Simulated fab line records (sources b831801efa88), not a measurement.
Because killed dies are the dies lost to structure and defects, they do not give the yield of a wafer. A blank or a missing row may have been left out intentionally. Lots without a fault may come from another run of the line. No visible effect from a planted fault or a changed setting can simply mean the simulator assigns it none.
Check for tools in common | flow sky130 | Lots sampled 15, wafers sampled 45

== REASON IT WAS OPENED ==
SKY_DNWELL_TW_MEAS_09, reading DNWELL_TW: flagged on 3 of 15 lots. No-fault wafers: 1110, standard deviation 12.
Rule: flag the lot when none of its wafers has a number, or when each of its wafers that has one lies beyond 4 standard deviations from that mean. As for the other lots, they are considered sound.

lot  | measured    | on            | DNWELL_TW, wafer by wafer | flag
L903 | day 3 13:22 | film_metro-02 | 1127 1127 1129            |
L904 | day 3 19:19 | film_metro-01 | 1103 1109 1110            |
L905 | day 4 12:26 | film_metro-02 | 1125 1127 1127            |
L907 | day 4 19:14 | film_metro-01 | 30 29 30                  | FLAGGED
L908 | day 5 01:20 | film_metro-02 | 30 30 30                  | FLAGGED
L909 | day 5 02:32 | film_metro-02 | 30 30 30                  | FLAGGED
L910 | day 5 06:48 | film_metro-02 | 1111 1115 1115            |
L911 | day 5 15:08 | film_metro-02 | 1124 1120 1122            |
L912 | day 5 21:20 | film_metro-01 | 1103 1098 1106            |
L915 | day 6 08:51 | film_metro-01 | 1097 1100 1105            |
L916 | day 6 11:46 | film_metro-01 | 1096 1098 1094            |
L918 | day 7 01:50 | film_metro-01 | 1089 1092 1091            |
L919 | day 7 06:50 | film_metro-02 | 1129 1121 1117            |
L920 | day 7 12:52 | film_metro-02 | 1121 1120 1116            |
L924 | day 8 10:08 | film_metro-02 | 1119 1130 1131            |
On average the flagged lots' numbers are 30, which is -1080 against the usual, or -90 standard deviations.

== LOT BY LOT: THE TOOL USED ==
The record holds 1 process step before the reading, out of a route of 708 steps. Every cell lists first the tool, next ch and the chambers used by the sampled wafers, and last the start.
lot  | flag    | SKY_DNWELL_DEVELOP_06
L903 |         | litho_track-03 ch 0, day 3 12:00
L904 |         | litho_track-03 ch 0, day 3 18:00
L905 |         | litho_track-04 ch 0, day 4 12:00
L907 | FLAGGED | litho_track-02, day 4 18:00
L908 | FLAGGED | litho_track-02, day 5 00:00
L909 | FLAGGED | litho_track-04, day 5 02:00
L910 |         | litho_track-04 ch 0, day 5 06:00
L911 |         | litho_track-04 ch 0, day 5 14:00
L912 |         | litho_track-04 ch 0, day 5 20:00
L915 |         | litho_track-04 ch 0, day 6 08:00
L916 |         | litho_track-02 ch 0, day 6 11:00
L918 |         | litho_track-04 ch 0, day 7 01:00
L919 |         | litho_track-04 ch 0, day 7 06:00
L920 |         | litho_track-03 ch 0, day 7 12:00
L924 |         | litho_track-04 ch 0, day 8 09:00
What the steps here do:
- SKY_DNWELL_DEVELOP_06: develop time 60 s.
- SKY_DNWELL_TW_MEAS_09

== FLAGGED AGAINST TOTAL, ONE TOOL AT A TIME (gauges that did the reading follow at the end) ==
step                  | tool           | lots run | flagged | share of the flagged lots | sound lots run after its first flagged lot
SKY_DNWELL_DEVELOP_06 | litho_track-02 | 3        | 2       | some                      | 1 (L916)
SKY_DNWELL_DEVELOP_06 | litho_track-03 | 3        | 0       | none                      | -
SKY_DNWELL_DEVELOP_06 | litho_track-04 | 9        | 1       | some                      | 7 (L910,L911,L912,L915,L918,L919,L924)
SKY_DNWELL_TW_MEAS_09 | film_metro-01  | 6        | 1       | some                      | 4 (L912,L915,L916,L918)
SKY_DNWELL_TW_MEAS_09 | film_metro-02  | 9        | 2       | some                      | 5 (L910,L911,L919,L920,L924)

== THE TABLE: WHAT IT ALLOWS ==
No row of the table ran every flagged lot.

== WHAT HAD BEEN PUT IN BY THE SIMULATOR ==
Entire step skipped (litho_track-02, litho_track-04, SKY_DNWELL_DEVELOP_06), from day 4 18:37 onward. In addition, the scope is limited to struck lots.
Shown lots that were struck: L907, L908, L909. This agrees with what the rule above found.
